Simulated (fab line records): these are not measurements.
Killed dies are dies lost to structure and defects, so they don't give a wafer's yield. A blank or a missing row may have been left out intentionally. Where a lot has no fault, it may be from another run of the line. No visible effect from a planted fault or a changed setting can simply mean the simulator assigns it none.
Which tool was responsible? || flow gf180mcu || Sampling: 24 lots, 72 wafers, 4 of 602 route steps

WHAT THE GAUGES READ, wafer by wafer
GF_M4_THK_MEAS_06: measures by xrf. Usual: M4_ALCU_THK gives 451 nm (standard deviation 5.3).
{"lot": "L074", "measured": "day 22 06:50", "on": "film-metro-04", "M4_ALCU_THK (nm)": "447 452 447", "flag": ""}
{"lot": "L075", "measured": "day 22 12:43", "on": "film-metro-04", "M4_ALCU_THK (nm)": "454 450 454", "flag": ""}
{"lot": "L076", "measured": "day 22 22:40", "on": "film-metro-02", "M4_ALCU_THK (nm)": "459 450 450", "flag": ""}
{"lot": "L077", "measured": "day 23 05:10", "on": "film-metro-02", "M4_ALCU_THK (nm)": "462 461 451", "flag": ""}
{"lot": "L078", "measured": "day 23 17:12", "on": "film-metro-04", "M4_ALCU_THK (nm)": "449 445 442", "flag": ""}
{"lot": "L079", "measured": "day 24 01:08", "on": "film-metro-04", "M4_ALCU_THK (nm)": "458 452 450", "flag": ""}
{"lot": "L080", "measured": "day 24 12:59", "on": "film-metro-04", "M4_ALCU_THK (nm)": "445 456 443", "flag": ""}
{"lot": "L081", "measured": "day 25 02:56", "on": "film-metro-01", "M4_ALCU_THK (nm)": "451 452 455", "flag": ""}
{"lot": "L082", "measured": "day 25 03:35", "on": "film-metro-02", "M4_ALCU_THK (nm)": "456 449 453", "flag": ""}
{"lot": "L083", "measured": "day 25 18:51", "on": "film-metro-01", "M4_ALCU_THK (nm)": "454 452 453", "flag": ""}
{"lot": "L084", "measured": "day 26 01:13", "on": "film-metro-02", "M4_ALCU_THK (nm)": "457 459 468", "flag": ""}
{"lot": "L085", "measured": "day 26 09:28", "on": "film-metro-01", "M4_ALCU_THK (nm)": "457 452 444", "flag": ""}
{"lot": "L086", "measured": "day 26 17:17", "on": "film-metro-04", "M4_ALCU_THK (nm)": "445 450 454", "flag": ""}
{"lot": "L087", "measured": "day 26 18:08", "on": "film-metro-04", "M4_ALCU_THK (nm)": "451 457 452", "flag": ""}
{"lot": "L088", "measured": "day 27 03:40", "on": "film-metro-04", "M4_ALCU_THK (nm)": "451 458 451", "flag": ""}
{"lot": "L089", "measured": "day 27 10:56", "on": "film-metro-02", "M4_ALCU_THK (nm)": "454 448 450", "flag": ""}
{"lot": "L090", "measured": "day 27 17:36", "on": "film-metro-02", "M4_ALCU_THK (nm)": "452 447 449", "flag": ""}
{"lot": "L091", "measured": "day 28 00:21", "on": "film-metro-01", "M4_ALCU_THK (nm)": "439 453 445", "flag": ""}
{"lot": "L092", "measured": "day 28 02:38", "on": "film-metro-01", "M4_ALCU_THK (nm)": "448 454 442", "flag": ""}
{"lot": "L093", "measured": "day 28 17:55", "on": "film-metro-04", "M4_ALCU_THK (nm)": "441 443 452", "flag": ""}
{"lot": "L094", "measured": "day 28 21:53", "on": "film-metro-01", "M4_ALCU_THK (nm)": "442 448 445", "flag": ""}
{"lot": "L095", "measured": "day 29 09:52", "on": "film-metro-04", "M4_ALCU_THK (nm)": "449 454 450", "flag": ""}
{"lot": "L096", "measured": "day 29 19:17", "on": "film-metro-02", "M4_ALCU_THK (nm)": "459 450 453", "flag": ""}
{"lot": "L097", "measured": "day 29 20:55", "on": "film-metro-04", "M4_ALCU_THK (nm)": "457 453 449", "flag": ""}

WHICH TOOL RAN EACH LOT (tool, then ch and the chambers of the sampled wafers, then the start)
{"lot": "L074", "GF_M2_STRIP_17": "plasma-asher-04 ch 0,1, day 19 01:21", "GF_V2_ETCH_16": "rie-diel-01 ch 0,1,2, day 20 02:53", "GF_V3_CMP_26": "cmp-02 ch 0,1, day 22 06:14"}
{"lot": "L075", "GF_M2_STRIP_17": "plasma-asher-04 ch 0,1, day 19 06:49", "GF_V2_ETCH_16": "rie-diel-01 ch 0,1,2, day 20 08:12", "GF_V3_CMP_26": "cmp-01 ch 0,1, day 22 12:07"}
{"lot": "L076", "GF_M2_STRIP_17": "plasma-asher-04 ch 0,1, day 19 16:35", "GF_V2_ETCH_16": "rie-diel-04 ch 1,2, day 20 18:08", "GF_V3_CMP_26": "cmp-01 ch 1,2,3, day 22 22:05"}
{"lot": "L077", "GF_M2_STRIP_17": "plasma-asher-04 ch 0,1, day 19 23:09", "GF_V2_ETCH_16": "rie-diel-04 ch 0,3, day 21 00:38", "GF_V3_CMP_26": "cmp-01 ch 0,3, day 23 04:32"}
{"lot": "L078", "GF_M2_STRIP_17": "plasma-asher-04 ch 0,1, day 20 13:41", "GF_V2_ETCH_16": "rie-diel-01 ch 0,1,3, day 21 14:45", "GF_V3_CMP_26": "cmp-01 ch 0,2, day 23 16:33"}
{"lot": "L079", "GF_M2_STRIP_17": "plasma-asher-04 ch 0,1, day 20 21:32", "GF_V2_ETCH_16": "rie-diel-03 ch 1,2,3, day 21 22:18", "GF_V3_CMP_26": "cmp-02 ch 1,2,3, day 24 00:29"}
{"lot": "L080", "GF_M2_STRIP_17": "plasma-asher-04 ch 0,1, day 21 09:36", "GF_V2_ETCH_16": "rie-diel-01 ch 0,2, day 22 10:27", "GF_V3_CMP_26": "cmp-02 ch 0,1,2, day 24 12:20"}
{"lot": "L081", "GF_M2_STRIP_17": "plasma-asher-02 ch 0,1, day 22 01:38", "GF_V2_ETCH_16": "rie-diel-01 ch 0,1,3, day 23 01:55", "GF_V3_CMP_26": "cmp-02 ch 1,2,3, day 25 02:22"}
{"lot": "L082", "GF_M2_STRIP_17": "plasma-asher-01 ch 0,1, day 22 02:17", "GF_V2_ETCH_16": "rie-diel-04 ch 0,2,3, day 23 02:53", "GF_V3_CMP_26": "cmp-01 ch 0,1,3, day 25 02:56"}
{"lot": "L083", "GF_M2_STRIP_17": "plasma-asher-04 ch 0,1, day 22 17:17", "GF_V2_ETCH_16": "rie-diel-04 ch 0,2,3, day 23 17:33", "GF_V3_CMP_26": "cmp-01 ch 0,1,2, day 25 18:12"}
{"lot": "L084", "GF_M2_STRIP_17": "plasma-asher-04 ch 0, day 23 00:21", "GF_V2_ETCH_16": "rie-diel-01 ch 1,3, day 24 00:20", "GF_V3_CMP_26": "cmp-02 ch 0,2,3, day 26 00:34"}
{"lot": "L085", "GF_M2_STRIP_17": "plasma-asher-02 ch 0,1, day 23 09:10", "GF_V2_ETCH_16": "rie-diel-01 ch 0,2,3, day 24 08:50", "GF_V3_CMP_26": "cmp-01 ch 0,3, day 26 08:53"}
{"lot": "L086", "GF_M2_STRIP_17": "plasma-asher-01 ch 0,1, day 23 18:50", "GF_V2_ETCH_16": "rie-diel-04 ch 0,2, day 24 18:26", "GF_V3_CMP_26": "cmp-01 ch 2,3, day 26 16:40"}
{"lot": "L087", "GF_M2_STRIP_17": "plasma-asher-04 ch 0,1, day 23 20:58", "GF_V2_ETCH_16": "rie-diel-03 ch 0,1,3, day 24 19:38", "GF_V3_CMP_26": "cmp-02 ch 0,1,2, day 26 17:29"}
{"lot": "L088", "GF_M2_STRIP_17": "plasma-asher-04 ch 0,1, day 24 06:04", "GF_V2_ETCH_16": "rie-diel-03 ch 2,3, day 25 05:18", "GF_V3_CMP_26": "cmp-02 ch 0,3, day 27 03:02"}
{"lot": "L089", "GF_M2_STRIP_17": "plasma-asher-04 ch 0,1, day 24 13:51", "GF_V2_ETCH_16": "rie-diel-04 ch 0,3, day 25 12:29", "GF_V3_CMP_26": "cmp-01 ch 0,1,3, day 27 10:16"}
{"lot": "L090", "GF_M2_STRIP_17": "plasma-asher-02 ch 0,1, day 24 22:45", "GF_V2_ETCH_16": "rie-diel-04 ch 0,2,3, day 25 20:51", "GF_V3_CMP_26": "cmp-01 ch 0,1,3, day 27 16:57"}
{"lot": "L091", "GF_M2_STRIP_17": "plasma-asher-01 ch 0,1, day 25 04:32", "GF_V2_ETCH_16": "rie-diel-04 ch 0,1,2, day 26 03:31", "GF_V3_CMP_26": "cmp-02 ch 0,3, day 27 23:44"}
{"lot": "L092", "GF_M2_STRIP_17": "plasma-asher-02 ch 0, day 25 07:41", "GF_V2_ETCH_16": "rie-diel-03 ch 1,2,3, day 26 05:57", "GF_V3_CMP_26": "cmp-02 ch 0,2, day 28 01:59"}
{"lot": "L093", "GF_M2_STRIP_17": "plasma-asher-04 ch 0,1, day 25 23:11", "GF_V2_ETCH_16": "rie-diel-01 ch 0,1, day 26 21:41", "GF_V3_CMP_26": "cmp-01 ch 1,2,3, day 28 17:21"}
{"lot": "L094", "GF_M2_STRIP_17": "plasma-asher-04 ch 0,1, day 26 04:40", "GF_V2_ETCH_16": "rie-diel-04 ch 1,2,3, day 27 02:14", "GF_V3_CMP_26": "cmp-02 ch 0,2, day 28 21:14"}
{"lot": "L095", "GF_M2_STRIP_17": "plasma-asher-01 ch 0,1, day 26 17:58", "GF_V2_ETCH_16": "rie-diel-01 ch 0,1, day 27 15:23", "GF_V3_CMP_26": "cmp-02 ch 0,1, day 29 09:13"}
{"lot": "L096", "GF_M2_STRIP_17": "plasma-asher-04 ch 0,1, day 27 03:52", "GF_V2_ETCH_16": "rie-diel-01 ch 0,2, day 28 00:47", "GF_V3_CMP_26": "cmp-01 ch 0,1,3, day 29 18:38"}
{"lot": "L097", "GF_M2_STRIP_17": "plasma-asher-02 ch 0,1, day 27 05:11", "GF_V2_ETCH_16": "rie-diel-03 ch 2,3, day 28 02:12", "GF_V3_CMP_26": "cmp-02 ch 0,1,2, day 29 20:17"}
- GF_M2_STRIP_17: strips in O2/N2.
- GF_V2_ETCH_16: etches BARC in N2/H2.
- GF_V3_CMP_26: polishes, stops on SiO2, t overpolish 15 s, target thk 0 nm.

AS READ BY THE TOOLS THEMSELVES (means over the sampled wafers that have a number; for cases with no such wafer, the mark the record gives instead)
GF_M2_STRIP_17. Usual: drypump-motor-current-A 5.80 A, standard deviation 0.28; heater-power-w 323 W, standard deviation 57; oes-product-au 0.537 a.u., standard deviation 0.0052; strip-time-to-endpoint-s 7.38 s, standard deviation 0.07.
{"lot": "L074", "tool": "plasma-asher-04", "drypump-motor-current-A (A)": 5.94, "heater-power-w (W)": 292, "oes-product-au (a.u.)": 0.540, "strip-time-to-endpoint-s (s)": 7.49, "flag": ""}
{"lot": "L075", "tool": "plasma-asher-04", "drypump-motor-current-A (A)": 5.96, "heater-power-w (W)": 294, "oes-product-au (a.u.)": 0.534, "strip-time-to-endpoint-s (s)": 7.30, "flag": ""}
{"lot": "L076", "tool": "plasma-asher-04", "drypump-motor-current-A (A)": 5.93, "heater-power-w (W)": 294, "oes-product-au (a.u.)": 0.537, "strip-time-to-endpoint-s (s)": 7.38, "flag": ""}
{"lot": "L077", "tool": "plasma-asher-04", "drypump-motor-current-A (A)": 5.93, "heater-power-w (W)": 294, "oes-product-au (a.u.)": 0.534, "strip-time-to-endpoint-s (s)": 7.33, "flag": ""}
{"lot": "L078", "tool": "plasma-asher-04", "drypump-motor-current-A (A)": 5.94, "heater-power-w (W)": 297, "oes-product-au (a.u.)": 0.542, "strip-time-to-endpoint-s (s)": 7.45, "flag": ""}
{"lot": "L079", "tool": "plasma-asher-04", "drypump-motor-current-A (A)": 5.94, "heater-power-w (W)": 295, "oes-product-au (a.u.)": 0.533, "strip-time-to-endpoint-s (s)": 7.27, "flag": ""}
{"lot": "L080", "tool": "plasma-asher-04", "drypump-motor-current-A (A)": 5.73, "heater-power-w (W)": 296, "oes-product-au (a.u.)": 0.540, "strip-time-to-endpoint-s (s)": 7.39, "flag": ""}
{"lot": "L081", "tool": "plasma-asher-02", "drypump-motor-current-A (A)": 5.58, "heater-power-w (W)": 327, "oes-product-au (a.u.)": 0.537, "strip-time-to-endpoint-s (s)": 7.33, "flag": ""}
{"lot": "L082", "tool": "plasma-asher-01", "drypump-motor-current-A (A)": 5.89, "heater-power-w (W)": 447, "oes-product-au (a.u.)": 0.534, "strip-time-to-endpoint-s (s)": 7.42, "flag": ""}
{"lot": "L083", "tool": "plasma-asher-04", "drypump-motor-current-A (A)": 5.94, "heater-power-w (W)": 294, "oes-product-au (a.u.)": 0.540, "strip-time-to-endpoint-s (s)": 7.40, "flag": ""}
{"lot": "L084", "tool": "plasma-asher-04", "drypump-motor-current-A (A)": 5.53, "heater-power-w (W)": 303, "oes-product-au (a.u.)": 0.545, "strip-time-to-endpoint-s (s)": 7.52, "flag": ""}
{"lot": "L085", "tool": "plasma-asher-02", "drypump-motor-current-A (A)": 5.59, "heater-power-w (W)": 321, "oes-product-au (a.u.)": 0.537, "strip-time-to-endpoint-s (s)": 7.29, "flag": ""}
{"lot": "L086", "tool": "plasma-asher-01", "drypump-motor-current-A (A)": 5.83, "heater-power-w (W)": 394, "oes-product-au (a.u.)": 0.539, "strip-time-to-endpoint-s (s)": 7.43, "flag": ""}
{"lot": "L087", "tool": "plasma-asher-04", "drypump-motor-current-A (A)": 5.74, "heater-power-w (W)": 303, "oes-product-au (a.u.)": 0.534, "strip-time-to-endpoint-s (s)": 7.31, "flag": ""}
{"lot": "L088", "tool": "plasma-asher-04", "drypump-motor-current-A (A)": 5.92, "heater-power-w (W)": 299, "oes-product-au (a.u.)": 0.532, "strip-time-to-endpoint-s (s)": 7.42, "flag": ""}
{"lot": "L089", "tool": "plasma-asher-04", "drypump-motor-current-A (A)": 5.73, "heater-power-w (W)": 302, "oes-product-au (a.u.)": 0.542, "strip-time-to-endpoint-s (s)": 7.44, "flag": ""}
{"lot": "L090", "tool": "plasma-asher-02", "drypump-motor-current-A (A)": 5.75, "heater-power-w (W)": 318, "oes-product-au (a.u.)": 0.534, "strip-time-to-endpoint-s (s)": 7.32, "flag": ""}
{"lot": "L091", "tool": "plasma-asher-01", "drypump-motor-current-A (A)": 5.81, "heater-power-w (W)": 393, "oes-product-au (a.u.)": 0.535, "strip-time-to-endpoint-s (s)": 7.37, "flag": ""}
{"lot": "L092", "tool": "plasma-asher-02", "drypump-motor-current-A (A)": 5.37, "heater-power-w (W)": 332, "oes-product-au (a.u.)": 0.540, "strip-time-to-endpoint-s (s)": 7.40, "flag": ""}
{"lot": "L093", "tool": "plasma-asher-04", "drypump-motor-current-A (A)": 5.95, "heater-power-w (W)": 295, "oes-product-au (a.u.)": 0.539, "strip-time-to-endpoint-s (s)": 7.38, "flag": ""}
{"lot": "L094", "tool": "plasma-asher-04", "drypump-motor-current-A (A)": 5.73, "heater-power-w (W)": 302, "oes-product-au (a.u.)": 0.537, "strip-time-to-endpoint-s (s)": 7.38, "flag": ""}
{"lot": "L095", "tool": "plasma-asher-01", "drypump-motor-current-A (A)": 5.86, "heater-power-w (W)": 451, "oes-product-au (a.u.)": 0.536, "strip-time-to-endpoint-s (s)": 7.44, "flag": ""}
{"lot": "L096", "tool": "plasma-asher-04", "drypump-motor-current-A (A)": 5.95, "heater-power-w (W)": 291, "oes-product-au (a.u.)": 0.539, "strip-time-to-endpoint-s (s)": 7.44, "flag": ""}
{"lot": "L097", "tool": "plasma-asher-02", "drypump-motor-current-A (A)": 5.58, "heater-power-w (W)": 330, "oes-product-au (a.u.)": 0.539, "strip-time-to-endpoint-s (s)": 7.37, "flag": ""}

GF_V2_ETCH_16. Usual: bias-w 100.01 W, standard deviation 0.29; drypump-motor-current-A 5.7 A, standard deviation 0.38; h2-flow-sccm 200.0 sccm, standard deviation 0.64; oes-product-au 0.854 a.u., standard deviation 0.0045; throttle-valve-pct 13.224 %, standard deviation 0.0093.
{"lot": "L074", "tool": "rie-diel-01", "bias-w (W)": 100.10, "drypump-motor-current-A (A)": 5.7, "h2-flow-sccm (sccm)": 199.2, "oes-product-au (a.u.)": 0.859, "throttle-valve-pct (%)": 13.226, "flag": ""}
{"lot": "L075", "tool": "rie-diel-01", "bias-w (W)": 99.87, "drypump-motor-current-A (A)": 5.7, "h2-flow-sccm (sccm)": 199.6, "oes-product-au (a.u.)": 0.856, "throttle-valve-pct (%)": 13.214, "flag": ""}
{"lot": "L076", "tool": "rie-diel-04", "bias-w (W)": 100.69, "drypump-motor-current-A (A)": 6.1, "h2-flow-sccm (sccm)": 200.1, "oes-product-au (a.u.)": 0.854, "throttle-valve-pct (%)": 13.239, "flag": ""}
{"lot": "L077", "tool": "rie-diel-04", "bias-w (W)": 100.05, "drypump-motor-current-A (A)": 5.9, "h2-flow-sccm (sccm)": 200.4, "oes-product-au (a.u.)": 0.856, "throttle-valve-pct (%)": 13.233, "flag": ""}
{"lot": "L078", "tool": "rie-diel-01", "bias-w (W)": 99.90, "drypump-motor-current-A (A)": 5.4, "h2-flow-sccm (sccm)": 199.7, "oes-product-au (a.u.)": 0.857, "throttle-valve-pct (%)": 13.232, "flag": ""}
{"lot": "L079", "tool": "rie-diel-03", "bias-w (W)": 100.18, "drypump-motor-current-A (A)": 5.2, "h2-flow-sccm (sccm)": 199.7, "oes-product-au (a.u.)": 0.854, "throttle-valve-pct (%)": 13.234, "flag": ""}
{"lot": "L080", "tool": "rie-diel-01", "bias-w (W)": 99.88, "drypump-motor-current-A (A)": 5.8, "h2-flow-sccm (sccm)": 200.3, "oes-product-au (a.u.)": 0.853, "throttle-valve-pct (%)": 13.226, "flag": ""}
{"lot": "L081", "tool": "rie-diel-01", "bias-w (W)": 100.23, "drypump-motor-current-A (A)": 5.4, "h2-flow-sccm (sccm)": 199.4, "oes-product-au (a.u.)": 0.858, "throttle-valve-pct (%)": 13.225, "flag": ""}
{"lot": "L082", "tool": "rie-diel-04", "bias-w (W)": 100.19, "drypump-motor-current-A (A)": 6.0, "h2-flow-sccm (sccm)": 200.3, "oes-product-au (a.u.)": 0.856, "throttle-valve-pct (%)": 13.224, "flag": ""}
{"lot": "L083", "tool": "rie-diel-04", "bias-w (W)": 99.75, "drypump-motor-current-A (A)": 5.9, "h2-flow-sccm (sccm)": 199.3, "oes-product-au (a.u.)": 0.850, "throttle-valve-pct (%)": 13.221, "flag": ""}
{"lot": "L084", "tool": "rie-diel-01", "bias-w (W)": 100.13, "drypump-motor-current-A (A)": 5.4, "h2-flow-sccm (sccm)": 199.8, "oes-product-au (a.u.)": 0.856, "throttle-valve-pct (%)": 13.220, "flag": ""}
{"lot": "L085", "tool": "rie-diel-01", "bias-w (W)": 100.02, "drypump-motor-current-A (A)": 5.7, "h2-flow-sccm (sccm)": 199.8, "oes-product-au (a.u.)": 0.853, "throttle-valve-pct (%)": 13.233, "flag": ""}
{"lot": "L086", "tool": "rie-diel-04", "bias-w (W)": 100.03, "drypump-motor-current-A (A)": 6.0, "h2-flow-sccm (sccm)": 199.9, "oes-product-au (a.u.)": 0.854, "throttle-valve-pct (%)": 13.220, "flag": ""}
{"lot": "L087", "tool": "rie-diel-03", "bias-w (W)": 100.11, "drypump-motor-current-A (A)": 5.5, "h2-flow-sccm (sccm)": 200.0, "oes-product-au (a.u.)": 0.858, "throttle-valve-pct (%)": 13.223, "flag": ""}
{"lot": "L088", "tool": "rie-diel-03", "bias-w (W)": 99.71, "drypump-motor-current-A (A)": 5.4, "h2-flow-sccm (sccm)": 200.3, "oes-product-au (a.u.)": 0.854, "throttle-valve-pct (%)": 13.236, "flag": ""}
{"lot": "L089", "tool": "rie-diel-04", "bias-w (W)": 100.20, "drypump-motor-current-A (A)": 6.0, "h2-flow-sccm (sccm)": 200.4, "oes-product-au (a.u.)": 0.852, "throttle-valve-pct (%)": 13.224, "flag": ""}
{"lot": "L090", "tool": "rie-diel-04", "bias-w (W)": 99.76, "drypump-motor-current-A (A)": 5.9, "h2-flow-sccm (sccm)": 200.5, "oes-product-au (a.u.)": 0.856, "throttle-valve-pct (%)": 13.218, "flag": ""}
{"lot": "L091", "tool": "rie-diel-04", "bias-w (W)": 99.67, "drypump-motor-current-A (A)": 6.0, "h2-flow-sccm (sccm)": 199.3, "oes-product-au (a.u.)": 0.848, "throttle-valve-pct (%)": 13.219, "flag": ""}
{"lot": "L092", "tool": "rie-diel-03", "bias-w (W)": 99.87, "drypump-motor-current-A (A)": 5.2, "h2-flow-sccm (sccm)": 199.8, "oes-product-au (a.u.)": 0.854, "throttle-valve-pct (%)": 13.224, "flag": ""}
{"lot": "L093", "tool": "rie-diel-01", "bias-w (W)": 100.35, "drypump-motor-current-A (A)": 5.4, "h2-flow-sccm (sccm)": 200.0, "oes-product-au (a.u.)": 0.853, "throttle-valve-pct (%)": 13.223, "flag": ""}
{"lot": "L094", "tool": "rie-diel-04", "bias-w (W)": 99.72, "drypump-motor-current-A (A)": 6.0, "h2-flow-sccm (sccm)": 201.0, "oes-product-au (a.u.)": 0.851, "throttle-valve-pct (%)": 13.219, "flag": ""}
{"lot": "L095", "tool": "rie-diel-01", "bias-w (W)": 99.99, "drypump-motor-current-A (A)": 5.4, "h2-flow-sccm (sccm)": 200.4, "oes-product-au (a.u.)": 0.852, "throttle-valve-pct (%)": 13.228, "flag": ""}
{"lot": "L096", "tool": "rie-diel-01", "bias-w (W)": 100.07, "drypump-motor-current-A (A)": 6.0, "h2-flow-sccm (sccm)": 200.0, "oes-product-au (a.u.)": 0.855, "throttle-valve-pct (%)": 13.226, "flag": ""}
{"lot": "L097", "tool": "rie-diel-03", "bias-w (W)": 100.23, "drypump-motor-current-A (A)": 5.4, "h2-flow-sccm (sccm)": 199.8, "oes-product-au (a.u.)": 0.854, "throttle-valve-pct (%)": 13.219, "flag": ""}

GF_V3_CMP_26. Usual: motor-current-A 10.3 A, standard deviation 1.1; overpolish-run-s 14.999 s, standard deviation 0.0081; time-to-endpoint-s 85 s, standard deviation 4.6.
{"lot": "L074", "tool": "cmp-02", "motor-current-A (A)": 12.0, "overpolish-run-s (s)": 15.002, "time-to-endpoint-s (s)": 85, "flag": ""}
{"lot": "L075", "tool": "cmp-01", "motor-current-A (A)": 9.1, "overpolish-run-s (s)": 14.998, "time-to-endpoint-s (s)": 85, "flag": ""}
{"lot": "L076", "tool": "cmp-01", "motor-current-A (A)": 10.3, "overpolish-run-s (s)": 14.995, "time-to-endpoint-s (s)": 79, "flag": ""}
{"lot": "L077", "tool": "cmp-01", "motor-current-A (A)": 10.3, "overpolish-run-s (s)": 15.005, "time-to-endpoint-s (s)": 82, "flag": ""}
{"lot": "L078", "tool": "cmp-01", "motor-current-A (A)": 10.5, "overpolish-run-s (s)": 15.006, "time-to-endpoint-s (s)": 88, "flag": ""}
{"lot": "L079", "tool": "cmp-02", "motor-current-A (A)": 11.1, "overpolish-run-s (s)": 14.996, "time-to-endpoint-s (s)": 86, "flag": ""}
{"lot": "L080", "tool": "cmp-02", "motor-current-A (A)": 11.2, "overpolish-run-s (s)": 14.989, "time-to-endpoint-s (s)": 90, "flag": ""}
{"lot": "L081", "tool": "cmp-02", "motor-current-A (A)": 10.9, "overpolish-run-s (s)": 15.002, "time-to-endpoint-s (s)": 88, "flag": ""}
{"lot": "L082", "tool": "cmp-01", "motor-current-A (A)": 9.0, "overpolish-run-s (s)": 15.011, "time-to-endpoint-s (s)": 83, "flag": ""}
{"lot": "L083", "tool": "cmp-01", "motor-current-A (A)": 9.8, "overpolish-run-s (s)": 15.002, "time-to-endpoint-s (s)": 83, "flag": ""}
{"lot": "L084", "tool": "cmp-02", "motor-current-A (A)": 10.0, "overpolish-run-s (s)": 15.001, "time-to-endpoint-s (s)": 86, "flag": ""}
{"lot": "L085", "tool": "cmp-01", "motor-current-A (A)": 9.7, "overpolish-run-s (s)": 15.000, "time-to-endpoint-s (s)": 92, "flag": ""}
{"lot": "L086", "tool": "cmp-01", "motor-current-A (A)": 10.5, "overpolish-run-s (s)": 15.011, "time-to-endpoint-s (s)": 84, "flag": ""}
{"lot": "L087", "tool": "cmp-02", "motor-current-A (A)": 11.3, "overpolish-run-s (s)": 14.997, "time-to-endpoint-s (s)": 84, "flag": ""}
{"lot": "L088", "tool": "cmp-02", "motor-current-A (A)": 10.3, "overpolish-run-s (s)": 14.997, "time-to-endpoint-s (s)": 80, "flag": ""}
{"lot": "L089", "tool": "cmp-01", "motor-current-A (A)": 9.4, "overpolish-run-s (s)": 14.999, "time-to-endpoint-s (s)": 86, "flag": ""}
{"lot": "L090", "tool": "cmp-01", "motor-current-A (A)": 9.6, "overpolish-run-s (s)": 14.993, "time-to-endpoint-s (s)": 88, "flag": ""}
{"lot": "L091", "tool": "cmp-02", "motor-current-A (A)": 10.0, "overpolish-run-s (s)": 14.987, "time-to-endpoint-s (s)": 81, "flag": ""}
{"lot": "L092", "tool": "cmp-02", "motor-current-A (A)": 10.2, "overpolish-run-s (s)": 14.995, "time-to-endpoint-s (s)": 85, "flag": ""}
{"lot": "L093", "tool": "cmp-01", "motor-current-A (A)": 9.9, "overpolish-run-s (s)": 14.999, "time-to-endpoint-s (s)": 80, "flag": ""}
{"lot": "L094", "tool": "cmp-02", "motor-current-A (A)": 10.4, "overpolish-run-s (s)": 14.995, "time-to-endpoint-s (s)": 85, "flag": ""}
{"lot": "L095", "tool": "cmp-02", "motor-current-A (A)": 10.8, "overpolish-run-s (s)": 14.996, "time-to-endpoint-s (s)": 84, "flag": ""}
{"lot": "L096", "tool": "cmp-01", "motor-current-A (A)": 9.5, "overpolish-run-s (s)": 15.004, "time-to-endpoint-s (s)": 85, "flag": ""}
{"lot": "L097", "tool": "cmp-02", "motor-current-A (A)": 11.2, "overpolish-run-s (s)": 14.997, "time-to-endpoint-s (s)": 87, "flag": ""}

THE ANSWER, worked out from the rows above alone
Rule: a lot is off if the mean of its wafers that have a number lies more than 3 standard deviations from the usual mean. A lot without any number at a reading at which 4 lots or more have one is off too. The other lots that the step has rows for count as sound. First the gauges in route order, then the tools' own readings, where a lot's mean is used as printed above. At the first step where some lot is off, the reading lying furthest off is the one used; lots without a number count as furthest.
None of the lots is off at any reading shown; this tells nothing.

WHAT THE SIMULATOR HAD INSERTED
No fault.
